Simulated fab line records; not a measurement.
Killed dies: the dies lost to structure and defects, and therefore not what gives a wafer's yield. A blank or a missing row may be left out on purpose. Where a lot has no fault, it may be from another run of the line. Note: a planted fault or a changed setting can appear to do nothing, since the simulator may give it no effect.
A lot that was struck, set against a sound lot ; flow gf180mcu ; 15 steps out of a route of 602
Sound: the wafers L360.2, L360.3, L360.5. Wafers struck: L365.1, L365.2, L365.3. The cause comes at the end.
Each step with rows lists, per side, the tool, then ch with its chambers, then its first start. Under that, the readings that differ: sound wafers ; struck wafers ; difference of the means ; sigmas: that difference in standard deviations of wafers without a fault.
alike: readings with means less than 2 such deviations apart, plus words and numbers identical on both sides. not compared: withheld readings, readings lacking a value on some wafer, bounds such as >300 that could conceal the same value, and numbers that have no deviation in the record and whose values overlap.
A row with sigmas, a row that says differs or no value, or rows on one side alone: a step with any of these is where the two part. Non-overlapping numbers with no deviation appear without sigmas and do not part them. A reading that every wafer of one side lacks parts them only if that side has two wafers or more.

first, 1 step without rows for these wafers: GF_MVSD_DEVELOP_06 (develop time 60 s).
GF_MVSD_OVL_MEAS_07:
  sound on overlay-02, day 7 03:53; struck on overlay-01, day 8 09:02
reading;sound;struck;difference;sigmas
MVSD_OVL (nm);-0.8 1.1 0.4;-2.1 -3.1 -3.8;-3.2;-2
then, 2 steps without rows for these wafers: GF_MVSD_IMPLANT_08; GF_MVSD_IMPLANT_09.
GF_MVSD_STRIP_10: strips in O2/N2.
  sound on plasma-asher-04 ch 0,1, day 7 04:13; struck on plasma-asher-03 ch 0,1, day 8 09:22
  alike: chamber-pressure-mTorr, drypump-motor-current-A, heater-power-w, oes-product-au, strip-time-to-endpoint-s
  not compared: rf-hours-counter-h
GF_MVSD_TW_MEAS_11:
  sound on film-metro-02, day 7 04:19; struck on film-metro-04, day 8 09:28
  alike: MVSD_TW
then, 6 steps without rows for these wafers: GF_MVPSD_DEHYDRATE_00 (time 60 s); GF_MVPSD_HMDS_01 (prime time 60 s); GF_MVPSD_COAT_02 (resist thk 2983 nm); GF_MVPSD_SOFTBAKE_03; GF_MVPSD_EXPOSE_04 (exposes mask MVPSD, target cd 1000 nm); GF_MVPSD_PEB_05.
GF_MVPSD_DEVELOP_06: develop time 60 s.
  sound on litho-track-04 ch 0, day 7 19:00; struck on litho-track-04 ch 0, day 9 01:00
reading;sound;struck;difference;sigmas
developer-temp-C (C);23.03 23.19 23.07;22.04 22.11 22.01;-1.04;-10
  alike: exhaust-pa
GF_MVPSD_OVL_MEAS_07:
  sound on overlay-01, day 7 20:02; struck on overlay-02, day 9 01:44
  alike: MVPSD_OVL
next, for these wafers, 1 step has no rows: GF_PASSIVATION_PROBE_99.

WHERE THEY PART
Last at GF_MVPSD_DEVELOP_06 as far as this record goes, first at GF_MVSD_OVL_MEAS_07. Later steps at which nothing parts them and some readings are alike: GF_MVPSD_OVL_MEAS_07.

WHY: the cause the simulator had injected
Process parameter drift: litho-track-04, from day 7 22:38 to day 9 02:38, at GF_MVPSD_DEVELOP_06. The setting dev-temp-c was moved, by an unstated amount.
